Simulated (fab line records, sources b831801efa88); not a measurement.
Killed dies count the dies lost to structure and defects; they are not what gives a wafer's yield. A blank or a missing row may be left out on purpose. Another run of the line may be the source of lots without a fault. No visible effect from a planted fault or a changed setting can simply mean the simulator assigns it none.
Struck lot and sound lot, side by side -- flow gf180mcu -- 15 out of 602 route steps
Sound: the wafers L298.1, L298.4, L298.6. Struck: wafer L312.6. (L312.3, L312.4 of the same lot were not struck and are left out.) The cause comes at the end.
Each step with rows lists, per side, the tool, then ch with its chambers, then its first start. Under that, the readings that differ: sound wafers -- struck wafers -- difference of the means -- sigmas: that difference in standard deviations of wafers without a fault.
alike: readings whose means differ by less than 2 such deviations, and words and numbers that are the same on both sides. not compared: withheld readings, readings that some wafer has no value for, bounds like >300 that may hide the same value, and numbers for which the record gives no deviation and whose values overlap.
Wherever a step has rows on one side only, a row that says differs or no value, or a row with sigmas, the two part there. Non-overlapping numbers with no deviation appear without sigmas and do not part them. A reading that every wafer of one side lacks parts them only if that side has two wafers or more.

GF_TOP_METAL_SPUTTER_04: material TiN, target thk 25 nm, time 20.8 s.
  struck on pvdSputter-02, day 32 05:43; sound on pvdSputter-01, day 28 02:55
  alike: throttleValvePct
GF_TOP_METAL_RS_MEAS_05: uses a four-point probe to measure.
  struck on filmMetro-03, day 32 05:47; sound on filmMetro-03, day 28 02:56
  alike: TOP_METAL_ALCU_RS
GF_TOP_METAL_THK_MEAS_06: measures by xrf.
  struck on filmMetro-03, day 32 05:53; sound on filmMetro-03, day 28 03:04
  alike: TOP_METAL_ALCU_THK
then, 7 steps without rows for these wafers: GF_TOP_METAL_DEHYDRATE_07 (time 60 s); GF_TOP_METAL_HMDS_08 (prime time 60 s); GF_TOP_METAL_COAT_09 (resist thk 1500 nm); GF_TOP_METAL_SOFTBAKE_10 (time 60 s); GF_TOP_METAL_EXPOSE_11 (exposes mask MetalTop, target cd 440 nm); GF_TOP_METAL_PEB_12; GF_TOP_METAL_DEVELOP_13 (develop time 60 s).
GF_TOP_METAL_CD_MEAS_14: the cd target is 440 nm.
  struck on cdSem-01, day 32 22:04; sound on cdSem-02, day 28 23:04
  alike: cdNm
GF_TOP_METAL_OVL_MEAS_15:
  struck on overlay-02, day 32 22:10; sound on overlay-01, day 28 23:11
reading,sound,struck,difference,sigmas
TOP_METAL_OVL (nm),-1.7 -3.0 -2.7,0.8,+3.3,+2
GF_TOP_METAL_METAL_ETCH_16: etches the open film in Cl2/BCl3, stops on SiO2, target depth 1197 nm, time 199.5 s.
  sound on rieMetal-04 ch 1, day 28 23:13; struck on rieMetal-03 ch 0, day 32 22:14
reading,sound,struck,difference,sigmas
oesProductAu (a.u.),0.988 0.986 0.987,0.967,-0.020,-3
runLengthS (s),227.2 227.4 227.3,238.5,+11.2,+23
model.NOVOLAK_of_TOP_METAL_COAT_09.thkNm (nm),1025 1021 1031,988.7,-37.0,
  alike: drypumpMotorCurrentA, throttleValvePct
  not compared: rfHoursCounterH
GF_TOP_METAL_STRIP_17: strips in O2/N2.
  sound on plasmaAsher-03 ch 0,1, day 28 23:25; struck on plasmaAsher-04 ch 0, day 32 22:25
reading,sound,struck,difference,sigmas
heaterPowerW (W),270 276 286,413,+136,+2
stripTimeToEndpointS (s),12.97 12.91 13.03,12.60,-0.37,-4
  alike: drypumpMotorCurrentA, oesProductAu
  not compared: rfHoursCounterH
GF_PASSIVATION_PROBE_99:
  only the struck wafers here have rows in the record (prober-01, day 33 17:25); the sound ones have none

WHERE THEY PART
Last at GF_PASSIVATION_PROBE_99 as far as this record goes, first at GF_TOP_METAL_OVL_MEAS_15.

WHY: the cause the simulator had injected
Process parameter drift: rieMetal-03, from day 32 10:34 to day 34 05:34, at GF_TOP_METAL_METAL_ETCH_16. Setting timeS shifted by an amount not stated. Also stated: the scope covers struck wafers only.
